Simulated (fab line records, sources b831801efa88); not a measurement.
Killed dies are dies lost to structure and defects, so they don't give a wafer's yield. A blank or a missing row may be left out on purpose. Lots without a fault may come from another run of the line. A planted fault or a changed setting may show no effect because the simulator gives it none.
fab line records | flow sky130
record lots=5 wafers=15 last_day=50
route steps=708 shown POLY_GATE@219 PAD_OPEN@708
lots that met no fault: from a run of the same line without faults
start_h: hours from the record's first day to the start of the lot's first wafer shown | wait_h: hours since the lot's step before | " the same as in the row above | L1.1+2: a row that stands for several wafers | - no value, or no start given | * or withheld: withheld | < > ~ a bound
route shown NAME@n: a module of which the file shows steps, and the number in the route of the first | usual: mean/standard deviation of fault-free wafers | same: alike in all rows | chamber/n: place in a boat | sites: the reading at each site | _std_site: their standard deviation | _edge_site: outer sites' mean less inner sites' | radius_mm: how far each site lies from the wafer's centre | mask NAME#n: copy n | behind: the tool/chamber that last shaped the wafer | hold: why the lot was held/for how many hours/how that ended | device: the transistor (n, p or np) that didn't switch | end of line: the same wafers' tests at the end of the route | a step without rows: its recipe alone | killed: dies lost to structure and defects at the first sort, not the wafer's yield | map: a wafer's dies, x killed, . not, _ none there
set.NAME: the setting as run; set.NAME@STEP: as run at that earlier step | model.NAME: the simulator's own value behind a step, which no gauge read
lots at some steps of the route; a table a step, a row a wafer
services: from which hour (start_h, from the record's first day; less than 0 if before it) a tool's chamber was out of use, for how many hours, and why
## steps
# step SKY_POLY_GATE_DEHYDRATE_05
# recipe temp_c=200 time_s=60
# step SKY_POLY_GATE_HMDS_06
# recipe prime_time_s=60 prime_temp_c=120
# step SKY_POLY_GATE_COAT_07
# recipe resist=BARC temp_c=withheld time_s=withheld spin_rpm=3000 resist_thk_nm=110
# step SKY_POLY_GATE_COAT_08
# recipe resist=KrF-thick spin_rpm=3000 resist_thk_nm=450
# step SKY_POLY_GATE_SOFTBAKE_09
# recipe temp_c=100 time_s=90 resist=KrF-thick
# step SKY_POLY_GATE_EXPOSE_10
# recipe mask_id=P1M na=0.68 source_shape=conventional sigma_outer=0.6 target_cd_nm=150 dose_mj=28
# step SKY_POLY_GATE_PEB_11
# recipe peb_temp_c=withheld peb_time_s=withheld resist=KrF-thick
# step SKY_POLY_GATE_DEVELOP_12
# recipe develop_time_s=60 resist=KrF-thick dev_temp_c=21
# step SKY_POLY_GATE_CD_MEAS_13
# recipe target_cd_nm=150
# usual cd_nm=149.7/1.3
# columns lot.wafer tool chamber start_h wait_h cd_nm
L596.1 cd_sem-01 - 384.85 - 150.0
L596.3 " - " " 149.7
L596.5 " - " " 150.9
L603.1 cd_sem-01 - 438.73 - 150.1
L603.4 " - " " 149.5
L603.5 " - " " 151.8
L612.2 cd_sem-02 - 503.62 - 150.2
L612.3 " - " " 150.0
L612.6 " - " " 149.2
L617.2 cd_sem-01 - 558.70 - 148.0
L617.3 " - " " 148.7
L617.4 " - " " 148.6
L619.2 cd_sem-01 - 565.75 - 148.5
L619.3 " - " " 147.8
L619.5 " - " " 149.3
# step SKY_POLY_GATE_OVL_MEAS_14
# usual POLY_GATE_OVL=2/4.6
# columns lot.wafer tool chamber start_h wait_h POLY_GATE_OVL[nm]
L596.1 overlay-02 - 384.97 0.1 4
L596.3 " - " " 4
L596.5 " - " " 7
L603.1 overlay-01 - 438.85 0.1 2
L603.4 " - " " 8
L603.5 " - " " -2
L612.2 overlay-01 - 503.72 0.1 0
L612.3 " - " " 6
L612.6 " - " " 3
L617.2 overlay-01 - 558.80 0.1 3
L617.3 " - " " -5
L617.4 " - " " -2
L619.2 overlay-01 - 565.85 0.1 5
L619.3 " - " " 8
L619.5 " - " " 3
# step SKY_POLY_GATE_ETCH_15
# recipe chemistry=N2/H2 target=BARC ion_energy_ev=200 source_w=500 bias_w=100 pressure_mtorr=30 n2_flow_sccm=100 h2_flow_sccm=200 stop_on=SiO2 time_s=118.5 target_depth_a=1100
# usual bias_w=100.0/0.3 drypump_motor_current_A=5.8/0.5 oes_product_au=0.716/0.0048 throttle_valve_pct=13.214/0.0087
# columns lot.wafer tool chamber start_h wait_h bias_w drypump_motor_current_A oes_product_au rf_hours_counter_h throttle_valve_pct
L596.1 rie_diel-02 2 385.00 0.0 100.2 6.2 0.710 5 13.207
L596.3 " 1 " " 100.0 6.1 0.722 32 13.219
L596.5 " 3 " " 100.5 6.4 0.704 - 13.224
L603.1 rie_diel-02 1 438.89 0.0 100.5 6.1 0.719 33 13.215
L603.4 " 3 " " 99.2 6.4 0.707 - 13.208
L603.5 " 2 " " 99.7 6.2 0.717 - 13.207
L612.2 rie_diel-03 1 503.75 0.0 99.8 4.9 0.718 2 13.229
L612.3 " 3 " " 100.3 6.2 0.712 0 13.211
L612.6 " 2 " " 100.4 5.3 0.722 - 13.215
L617.2 rie_diel-01 2 558.83 0.0 99.9 6.5 0.714 9 13.211
L617.3 " 0 " " 100.3 5.9 0.712 11 13.217
L617.4 " 2 " " 99.8 6.5 0.713 - 13.209
L619.2 rie_diel-03 2 565.88 0.0 100.0 5.3 0.721 60 13.224
L619.3 " 3 " " 99.7 6.2 0.726 1 13.229
L619.5 " 2 " " 100.0 5.3 0.718 - 13.206
# step SKY_POLY_GATE_ETCH_16
# recipe stop_on=poly-Si chemistry=CH3F/O2 target=Si3N4 source_w=400 bias_w=80 pressure_mtorr=25 ch3f_flow_sccm=40 O2_flow_sccm=30 time_s=147.5 target_depth_a=750
# usual bias_w=80.01/0.23 ch3f_flow_sccm=40.00/0.12 drypump_motor_current_A=5.7/0.49 oes_product_au=0.640/0.0049 throttle_valve_pct=10.536/0.01
# columns lot.wafer tool chamber start_h wait_h bias_w ch3f_flow_sccm drypump_motor_current_A oes_product_au rf_hours_counter_h throttle_valve_pct
L596.1 rie_diel-02 2 385.09 0.0 80.23 39.82 6.1 0.639 5 10.543
L596.3 " 1 " " 79.60 39.76 6.1 0.643 32 10.541
L596.5 " 3 " " 79.92 39.95 6.4 0.646 - 10.523
L603.1 rie_diel-02 1 438.97 0.0 79.81 39.89 6.1 0.645 33 10.530
L603.4 " 3 " " 80.27 39.98 6.4 0.636 - 10.529
L603.5 " 2 " " 80.14 40.02 6.2 0.641 - 10.535
L612.2 rie_diel-03 1 503.84 0.0 79.95 39.92 4.9 0.633 2 10.543
L612.3 " 3 " " 80.01 40.09 6.2 0.632 0 10.511
L612.6 " 2 " " 80.56 39.83 5.3 0.636 - 10.553
L617.2 rie_diel-01 2 558.92 0.0 79.66 40.02 6.5 0.640 9 10.540
L617.3 " 0 " " 80.08 39.95 5.8 0.642 11 10.550
L617.4 " 2 " " 80.08 39.94 6.5 0.639 - 10.529
L619.2 rie_diel-03 2 565.97 0.0 80.27 39.91 5.2 0.634 60 10.514
L619.3 " 3 " " 80.23 40.08 6.2 0.639 1 10.508
L619.5 " 2 " " 79.91 40.04 5.3 0.650 - 10.536
# step SKY_POLY_GATE_ETCH_17
# recipe target_depth_nm=180 stop_on=SiO2 over_etch_frac=0.56667 chemistry=HBr/Cl2 target=poly-Si icp_w=400 bias_w=100 pressure_mtorr=10 HBr_flow_sccm=150 Cl2_flow_sccm=50 time_s=70.5
# usual bias_w=99.95/0.29 drypump_motor_current_A=5.6/0.4 oes_product_au=0.985/0.0082 throttle_valve_pct=33.683/0.0092
# columns lot.wafer tool chamber start_h wait_h bias_w drypump_motor_current_A oes_product_au rf_hours_counter_h throttle_valve_pct
L596.1 rie_si-01 0 385.19 0.0 99.61 5.5 0.998 20 33.696
L596.3 " 1 " " 100.04 5.0 1.006 6 33.689
L596.5 " 1 " " 100.11 5.0 1.007 - 33.688
L603.1 rie_si-01 3 439.07 0.0 100.17 5.6 1.000 0 33.689
L603.4 " 2 " " 100.00 5.2 0.991 7 33.689
L603.5 " 2 " " 100.07 5.2 0.991 - 33.670
L612.2 rie_si-01 2 503.93 0.0 100.02 5.2 0.976 7 33.677
L612.3 " 3 " " 94.69 5.6 0.969 1 33.670
L612.6 " 0 " " 99.03 5.5 0.982 - 33.688
L617.2 rie_si-02 2 559.02 0.0 100.24 5.6 0.989 1 33.687
L617.3 " 3 " " 99.48 6.3 0.983 33 33.681
L617.4 " 1 " " 99.65 5.7 0.980 1 33.693
L619.2 rie_si-02 1 566.07 0.0 99.78 5.7 0.974 1 33.687
L619.3 " 3 " " 99.77 6.4 0.984 33 33.675
L619.5 " 1 " " 100.14 5.6 0.970 - 33.677
# step SKY_POLY_GATE_STRIP_18
# recipe chemistry=O2/N2 power_w=1400 pressure_mtorr=1500 platen_temp_c=withheld o2_flow_sccm=3000 n2_flow_sccm=300 overash_fraction=0.5
# usual drypump_motor_current_A=5.7/0.41 oes_product_au=0.361/0.0048 strip_time_to_endpoint_s=3.17/0.043
# columns lot.wafer tool chamber start_h wait_h drypump_motor_current_A oes_product_au rf_hours_counter_h strip_time_to_endpoint_s
L596.1 plasma_asher-01 1 385.24 0.0 5.3 0.360 52 3.16
L596.3 " 1 " " 5.3 0.365 - 3.17
L596.5 " 1 " " 5.3 0.360 - 3.13
L603.1 plasma_asher-01 1 439.12 0.0 5.3 0.360 59 3.18
L603.4 " 1 " " 5.3 0.368 - 3.18
L603.5 " 0 " " 6.0 0.369 - 3.21
L612.2 plasma_asher-01 0 503.99 0.0 6.0 0.362 66 3.16
L612.3 " 0 " " 6.0 0.364 - 3.22
L612.6 " 0 " " 6.0 0.364 - 3.18
L617.2 plasma_asher-01 1 559.07 0.0 5.3 0.364 71 3.22
L617.3 " 0 " " 6.0 0.368 - 3.20
L617.4 " 1 " " 5.3 0.366 - 3.21
L619.2 plasma_asher-02 0 566.12 0.0 5.6 0.364 97 3.21
L619.3 " 1 " " 5.3 0.363 - 3.18
L619.5 " 1 " " 5.3 0.361 - 3.21
# step SKY_PAD_OPEN_PROBE_99
# usual killed_at_M0_to_M3=43/6.5 killed_at_M4_up=3.3/2 killed_at_contacts=24/5.2 killed_at_front_end=16/4.2 killed_at_other=0.3/0.6 killed_dies=87/9.3 killed_open=47/7.8 killed_short=39/6.2
# same gross_dies=492 killed_at_back_side=0
# columns lot.wafer tool chamber start_h wait_h killed_at_M0_to_M3 killed_at_M4_up killed_at_contacts killed_at_front_end killed_at_other killed_dies killed_open killed_short
L596.1 prober-01 - 1084.15 0.1 43 1 28 17 0 89 53 36
L596.3 prober-01 - 1084.25 0.2 38 4 27 12 0 81 42 39
L596.5 prober-01 - 1084.35 0.2 35 1 24 21 0 81 44 37
L603.1 prober-02 - 1118.63 0.1 34 3 25 10 0 72 42 30
L603.4 prober-02 - 1118.78 0.2 48 3 37 15 1 104 53 49
L603.5 prober-02 - 1118.83 0.2 46 5 26 10 1 88 48 40
L612.2 prober-01 - 1160.65 0.1 46 4 24 11 1 86 47 39
L612.3 prober-01 - 1160.70 0.2 47 7 27 13 0 94 50 44
L612.6 prober-01 - 1160.85 0.2 47 3 28 16 0 94 54 40
L617.2 prober-02 - 1190.57 0.1 42 2 28 11 0 83 52 30
L617.3 prober-02 - 1190.62 0.2 38 2 20 22 1 83 46 35
L617.4 prober-02 - 1190.67 0.2 49 2 29 20 1 101 53 48
L619.2 prober-02 - 1193.14 0.1 41 2 36 18 0 97 57 40
L619.3 prober-02 - 1193.19 0.2 45 4 17 20 0 86 47 39
L619.5 prober-02 - 1193.29 0.2 48 2 25 15 0 90 55 35
# killed by level:class
L596.1 CONTACT:geometric_particle:open=13 VIA1:geometric_particle:open=10 VIA2:geometric_particle:short=7 LI_CONTACT:geometric_particle:open=7 VIA2:geometric_particle:open=7 METAL2:geometric_particle:short=5 FIELD_ISO:geometric_particle:short=4 CONTACT:geometric_particle:short=4
L596.3 VIA1:geometric_particle:open=13 CONTACT:geometric_particle:open=10 CONTACT:geometric_particle:short=6 METAL1:geometric_particle:short=6 VIA2:geometric_particle:short=6 LI_CONTACT:geometric_particle:open=5 VIA3:geometric_particle:open=5 FIELD_ISO:geometric_particle:short=4
L596.5 LI_CONTACT:geometric_particle:open=8 VIA3:geometric_particle:open=8 CONTACT:geometric_particle:short=7 POLY_GATE:geometric_particle:open=6 FIELD_ISO:geometric_particle:open=5 VIA1:geometric_particle:open=5 METAL1:geometric_particle:short=5 VIA1:geometric_particle:short=5
L603.1 LI_CONTACT:geometric_particle:open=10 VIA1:geometric_particle:open=8 CONTACT:geometric_particle:open=6 METAL1:geometric_particle:short=5 FIELD_ISO:geometric_particle:open=4 CONTACT:geometric_particle:short=4 VIA1:geometric_particle:short=4 POLY_GATE:geometric_particle:open=3
L603.4 CONTACT:geometric_particle:open=13 VIA1:geometric_particle:open=9 LI_CONTACT:geometric_particle:open=8 VIA2:geometric_particle:open=7 LOCAL_INTERCONNECT:geometric_particle:short=6 CONTACT:geometric_particle:short=6 METAL1:geometric_particle:short=6 METAL2:geometric_particle:short=6
L603.5 VIA1:geometric_particle:open=13 LI_CONTACT:geometric_particle:open=10 VIA1:geometric_particle:short=7 VIA2:geometric_particle:open=7 METAL4:geometric_particle:short=5 CONTACT:geometric_particle:short=5 METAL2:geometric_particle:open=4 POLY_GATE:geometric_particle:open=4
L612.2 VIA1:geometric_particle:open=16 METAL2:geometric_particle:short=12 LI_CONTACT:geometric_particle:open=8 CONTACT:geometric_particle:open=8 FIELD_ISO:geometric_particle:open=5 CONTACT:geometric_particle:short=5 METAL1:geometric_particle:short=5 FIELD_ISO:geometric_particle:short=4
L612.3 CONTACT:geometric_particle:open=11 METAL1:geometric_particle:short=9 VIA1:geometric_particle:open=9 METAL2:geometric_particle:short=9 LI_CONTACT:geometric_particle:short=5 LI_CONTACT:geometric_particle:open=5 LOCAL_INTERCONNECT:geometric_particle:short=5 VIA2:geometric_particle:open=5
L612.6 CONTACT:geometric_particle:open=14 VIA1:geometric_particle:open=8 VIA2:geometric_particle:open=7 VIA1:geometric_particle:short=7 LI_CONTACT:geometric_particle:open=6 VIA3:geometric_particle:open=6 VIA2:geometric_particle:short=6 POLY_GATE:geometric_particle:open=5
L617.2 CONTACT:geometric_particle:open=10 VIA2:geometric_particle:open=8 VIA1:geometric_particle:open=8 LI_CONTACT:geometric_particle:open=7 VIA3:geometric_particle:open=7 CONTACT:geometric_particle:short=5 VIA1:geometric_particle:short=5 METAL2:geometric_particle:short=5
L617.3 VIA1:geometric_particle:open=11 POLY_GATE:geometric_particle:short=7 POLY_GATE:geometric_particle:open=6 CONTACT:geometric_particle:open=6 VIA2:geometric_particle:open=5 LI_CONTACT:geometric_particle:open=5 CONTACT:geometric_particle:short=5 VIA3:geometric_particle:open=5
L617.4 VIA2:geometric_particle:open=8 LI_CONTACT:geometric_particle:open=7 CONTACT:geometric_particle:short=7 CONTACT:geometric_particle:open=7 VIA1:geometric_particle:open=7 POLY_GATE:geometric_particle:open=6 METAL2:geometric_particle:short=6 VIA3:geometric_particle:open=6
L619.2 LI_CONTACT:geometric_particle:open=13 CONTACT:geometric_particle:open=12 LOCAL_INTERCONNECT:geometric_particle:short=7 METAL1:geometric_particle:short=7 FIELD_ISO:geometric_particle:open=6 METAL2:geometric_particle:open=5 VIA3:geometric_particle:open=5 FIELD_ISO:geometric_particle:short=4
L619.3 VIA1:geometric_particle:open=9 CONTACT:geometric_particle:open=7 VIA1:geometric_particle:short=7 VIA2:geometric_particle:open=6 VIA3:geometric_particle:open=6 FIELD_ISO:geometric_particle:short=5 FIELD_ISO:geometric_particle:open=5 POLY_GATE:geometric_particle:open=5
L619.5 CONTACT:geometric_particle:open=12 VIA3:geometric_particle:open=9 VIA1:geometric_particle:open=8 FIELD_ISO:geometric_particle:open=6 LI_CONTACT:geometric_particle:open=6 VIA1:geometric_particle:short=6 VIA2:geometric_particle:open=6 METAL1:geometric_particle:short=5
## services
# columns tool chamber start_h hours kind
rie_diel-03 2 398.18 4.6 repair
rie_diel-03 - 403.33 28.1 pm
rie_diel-02 3 412.36 18.3 repair
rie_diel-02 1 426.11 6.2 repair
rie_diel-03 - 431.43 4.3 pm
rie_diel-02 0 432.32 - clean
rie_diel-02 0 432.32 23.3 scheduled_down
rie_diel-02 0 432.32 23.3 vent_cycle
rie_diel-01 0 432.56 2.9 repair
plasma_asher-02 - 434.87 0.5 repair
rie_diel-03 - 439.76 2.8 pm
rie_diel-02 1 443.98 5.0 repair
rie_si-01 - 459.06 14.6 pm
rie_si-02 3 472.23 6.3 repair
rie_diel-03 3 473.01 - clean
rie_diel-03 3 473.01 24.9 scheduled_down
rie_si-01 3 477.52 5.0 repair
rie_diel-02 1 501.40 10.4 repair
rie_diel-01 1 515.99 4.2 repair
rie_diel-01 2 516.27 7.5 repair
plasma_asher-01 - 528.85 9.4 repair
rie_diel-02 3 541.45 16.1 repair
plasma_asher-02 - 556.55 1.0 repair
rie_diel-01 1 558.05 2.5 repair
## key
first_sign step=SKY_POLY_GATE_ETCH_17 reading=bias_w direction=down sigmas=18 usual=99.95 struck=94.69
effect none on later readings
met_at SKY_POLY_GATE_ETCH_17
struck_wafers L612.3
tester_left_out L612
onset_between 439.07 503.93
fault kind=process_parameter_drift tool=rie_si-01 chamber=3 onset_h=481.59 steps=SKY_POLY_GATE_ETCH_17 channel=bias_w offset=-4.1629 shape=step end_h=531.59 acts_in=these_recipes_only stated=100
# tester_left_out: of these lots the tester's yield and bins aren't shown, on N5 and GAA mostly nor the transistor test; their killed dies are dies lost to structure and defects alone, not to doping, threshold or leakage, so they don't give the yield
